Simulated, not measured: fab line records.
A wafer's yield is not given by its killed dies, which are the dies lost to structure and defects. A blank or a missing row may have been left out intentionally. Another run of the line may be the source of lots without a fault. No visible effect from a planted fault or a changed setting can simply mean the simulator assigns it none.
The same fault as seen by 2 desks	flow sky130	what lay behind the numbers comes last; until then each desk has only its own

METROLOGY DESK
Lot by lot, what the gauges showed, no matter which tool ran the lot: averages of those sampled wafers that carry a number. A lot is out of limits, marked OUT, if its mean lies more than 4 standard deviations from the usual mean; the brackets give that distance.
Columns: A = PASSIVATION_CVD_02_THK at SKY_PASSIVATION_THK_MEAS_03, usual 539 nm
lot	first seen here	A
L518	day 43 17:33	551
L520	day 44 10:02	538
L519	day 44 16:54	544
L523	day 45 06:35	542
L524	day 45 15:47	539
L530	day 47 10:58	537
L534	day 48 03:04	540
L536	day 48 08:27	548
L535	day 48 15:35	537
L537	day 48 23:00	539
L539	day 48 23:34	539
L541	day 49 13:07	540
Finding of this desk: none of the 12 lots has anything out of limits.

DESK OF THE TOOL OWNER: hdpcvd-02
The tool's own readings at SKY_VIA3_HDPCVD_00 (deposits SiO2, target thk 1635 nm, time 272.5 s): means of the sampled wafers that have a number, for each lot that ran on this tool. A lot is out of limits, marked OUT, if its mean lies more than 4 standard deviations from the usual mean; the brackets give that distance.
Columns: A = susceptorTempC at SKY_VIA3_HDPCVD_00, usual 399.99 C
lot	first seen here	A
L518	day 38 08:25	399.96
L520	day 39 04:35	399.97
L519	day 39 10:59	400.07
L523	day 40 04:50	400.13
L534	day 43 12:05	399.87
L535	day 43 23:14	400.02
L537	day 44 10:28	399.99
L539	day 44 13:17	399.87
L541	day 45 04:48	399.95
Finding of this desk: none of the 9 lots has anything out of limits.

ALL TOGETHER
The metrology desk saw nothing out of limits.
The tool owner's desk saw nothing out of limits.

WHAT THE SIMULATOR PUT IN
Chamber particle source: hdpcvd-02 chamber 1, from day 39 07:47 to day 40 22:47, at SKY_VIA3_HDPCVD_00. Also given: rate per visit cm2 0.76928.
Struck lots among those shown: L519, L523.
